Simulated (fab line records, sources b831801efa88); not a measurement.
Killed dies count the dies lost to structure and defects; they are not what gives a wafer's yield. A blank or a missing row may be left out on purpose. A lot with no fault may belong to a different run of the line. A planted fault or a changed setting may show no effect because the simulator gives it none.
Tool commonality check / flow sky130 / 14 lots, 42 wafers sampled

== WHY THIS WAS OPENED ==
2 of 14 lots carry a flag on the reading VIA3_HDPCVD_THK at SKY_VIA3_THK_MEAS_01. Fault-free wafers read 1634 nm, with a standard deviation of 21.
Rule: a lot is flagged when every wafer of it that has a number lies more than 4 standard deviations from that mean, or none has a number. The rest of the lots are taken to be sound.

lot=L479; measured=day 38 04:25; on=film_metro-02; VIA3_HDPCVD_THK (nm), wafer by wafer=1589 1619 1576; flag=
lot=L478; measured=day 38 07:47; on=film_metro-01; VIA3_HDPCVD_THK (nm), wafer by wafer=1639 1655 1638; flag=
lot=L480; measured=day 38 22:10; on=film_metro-03; VIA3_HDPCVD_THK (nm), wafer by wafer=1670 1665 1620; flag=
lot=L481; measured=day 39 15:29; on=film_metro-01; VIA3_HDPCVD_THK (nm), wafer by wafer=3279 3288 3350; flag=FLAGGED
lot=L482; measured=day 39 23:37; on=film_metro-02; VIA3_HDPCVD_THK (nm), wafer by wafer=1631 1683 1664; flag=
lot=L484; measured=day 40 08:53; on=film_metro-01; VIA3_HDPCVD_THK (nm), wafer by wafer=1662 1641 1673; flag=
lot=L489; measured=day 41 19:01; on=film_metro-03; VIA3_HDPCVD_THK (nm), wafer by wafer=3239 3291 3239; flag=FLAGGED
lot=L491; measured=day 42 10:07; on=film_metro-01; VIA3_HDPCVD_THK (nm), wafer by wafer=1617 1598 1616; flag=
lot=L492; measured=day 42 14:52; on=film_metro-01; VIA3_HDPCVD_THK (nm), wafer by wafer=1593 1631 1625; flag=
lot=L496; measured=day 43 19:00; on=film_metro-03; VIA3_HDPCVD_THK (nm), wafer by wafer=1648 1602 1628; flag=
lot=L499; measured=day 44 20:45; on=film_metro-02; VIA3_HDPCVD_THK (nm), wafer by wafer=1655 1646 1674; flag=
lot=L500; measured=day 44 21:38; on=film_metro-02; VIA3_HDPCVD_THK (nm), wafer by wafer=1624 1634 1640; flag=
lot=L498; measured=day 45 00:00; on=film_metro-01; VIA3_HDPCVD_THK (nm), wafer by wafer=1608 1598 1598; flag=
lot=L501; measured=day 45 03:49; on=film_metro-01; VIA3_HDPCVD_THK (nm), wafer by wafer=1613 1623 1609; flag=
The mean of the flagged lots' numbers is 3281 nm, +1647 nm from the usual (+78 standard deviations).

== WHICH TOOL EACH LOT WENT THROUGH ==
2 process steps preceding the reading are held in the record, out of 708 steps in the route. Read each cell as the tool, then ch plus the chambers that the sampled wafers visited, then the start.
lot=L479; flag=; SKY_CONTACT_ETCH_17=rie_diel-03 ch 1,2,3, day 31 05:16; SKY_VIA3_HDPCVD_00=hdpcvd-01 ch 1,2, day 38 04:15
lot=L478; flag=; SKY_CONTACT_ETCH_17=rie_diel-02 ch 1,2, day 31 08:15; SKY_VIA3_HDPCVD_00=hdpcvd-02 ch 0,1,2, day 38 07:36
lot=L480; flag=; SKY_CONTACT_ETCH_17=rie_diel-02 ch 1,2,3, day 32 00:16; SKY_VIA3_HDPCVD_00=hdpcvd-02 ch 1,2, day 38 21:59
lot=L481; flag=FLAGGED; SKY_CONTACT_ETCH_17=rie_diel-01 ch 1,2,3, day 32 19:24; SKY_VIA3_HDPCVD_00=hdpcvd-01 ch 0,1,2, day 39 14:59
lot=L482; flag=; SKY_CONTACT_ETCH_17=rie_diel-01 ch 2,3, day 33 02:58; SKY_VIA3_HDPCVD_00=hdpcvd-01 ch 0,2, day 39 23:26
lot=L484; flag=; SKY_CONTACT_ETCH_17=rie_diel-03 ch 1,2, day 33 14:05; SKY_VIA3_HDPCVD_00=hdpcvd-02 ch 0,1, day 40 08:43
lot=L489; flag=FLAGGED; SKY_CONTACT_ETCH_17=rie_diel-03 ch 0,2,3, day 35 02:10; SKY_VIA3_HDPCVD_00=hdpcvd-02 ch 0,1,2, day 41 18:29
lot=L491; flag=; SKY_CONTACT_ETCH_17=rie_diel-03 ch 0,1, day 35 20:10; SKY_VIA3_HDPCVD_00=hdpcvd-02 ch 0,1,2, day 42 10:00
lot=L492; flag=; SKY_CONTACT_ETCH_17=rie_diel-03 ch 0,1,3, day 36 01:49; SKY_VIA3_HDPCVD_00=hdpcvd-02 ch 1,2, day 42 14:41
lot=L496; flag=; SKY_CONTACT_ETCH_17=rie_diel-03 ch 0,1,3, day 37 08:33; SKY_VIA3_HDPCVD_00=hdpcvd-01 ch 0,2, day 43 18:49
lot=L499; flag=; SKY_CONTACT_ETCH_17=rie_diel-02 ch 1,2,3, day 38 13:43; SKY_VIA3_HDPCVD_00=hdpcvd-01 ch 1,2, day 44 20:29
lot=L500; flag=; SKY_CONTACT_ETCH_17=rie_diel-03 ch 0,1,3, day 38 14:33; SKY_VIA3_HDPCVD_00=hdpcvd-01 ch 2, day 44 21:23
lot=L498; flag=; SKY_CONTACT_ETCH_17=rie_diel-01 ch 1,2, day 38 16:36; SKY_VIA3_HDPCVD_00=hdpcvd-02 ch 0,2, day 44 23:50
lot=L501; flag=; SKY_CONTACT_ETCH_17=rie_diel-01 ch 0,3, day 38 20:45; SKY_VIA3_HDPCVD_00=hdpcvd-02 ch 0,1,2, day 45 03:38
These steps, and what they do:
- SKY_CONTACT_ETCH_17: etches SiO2 in C4F8/O2/Ar, stops on Si3N4, target depth 340 nm.
- SKY_VIA3_HDPCVD_00: deposits SiO2, target thk 1635 nm, time 272.5 s.
- SKY_VIA3_THK_MEAS_01

== FLAGGED AGAINST TOTAL, ONE TOOL AT A TIME (gauges that did the reading follow at the end) ==
step=SKY_CONTACT_ETCH_17; tool=rie_diel-01; lots run=4; flagged=1; share of the flagged lots=some; sound lots run after its first flagged lot=3 (L482,L498,L501)
step=SKY_CONTACT_ETCH_17; tool=rie_diel-02; lots run=3; flagged=0; share of the flagged lots=none; sound lots run after its first flagged lot=-
step=SKY_CONTACT_ETCH_17; tool=rie_diel-03; lots run=7; flagged=1; share of the flagged lots=some; sound lots run after its first flagged lot=4 (L491,L492,L496,L500)
step=SKY_VIA3_HDPCVD_00; tool=hdpcvd-01; lots run=6; flagged=1; share of the flagged lots=some; sound lots run after its first flagged lot=4 (L482,L496,L499,L500)
step=SKY_VIA3_HDPCVD_00; tool=hdpcvd-02; lots run=8; flagged=1; share of the flagged lots=some; sound lots run after its first flagged lot=4 (L491,L492,L498,L501)
step=SKY_VIA3_THK_MEAS_01; tool=film_metro-01; lots run=7; flagged=1; share of the flagged lots=some; sound lots run after its first flagged lot=5 (L484,L491,L492,L498,L501)
step=SKY_VIA3_THK_MEAS_01; tool=film_metro-02; lots run=4; flagged=0; share of the flagged lots=none; sound lots run after its first flagged lot=-
step=SKY_VIA3_THK_MEAS_01; tool=film_metro-03; lots run=3; flagged=1; share of the flagged lots=some; sound lots run after its first flagged lot=1 (L496)

== WHAT IS ALLOWED BY THE TABLE ==
No row of the table ran every flagged lot.

== WHAT THE SIMULATOR HAD INSERTED ==
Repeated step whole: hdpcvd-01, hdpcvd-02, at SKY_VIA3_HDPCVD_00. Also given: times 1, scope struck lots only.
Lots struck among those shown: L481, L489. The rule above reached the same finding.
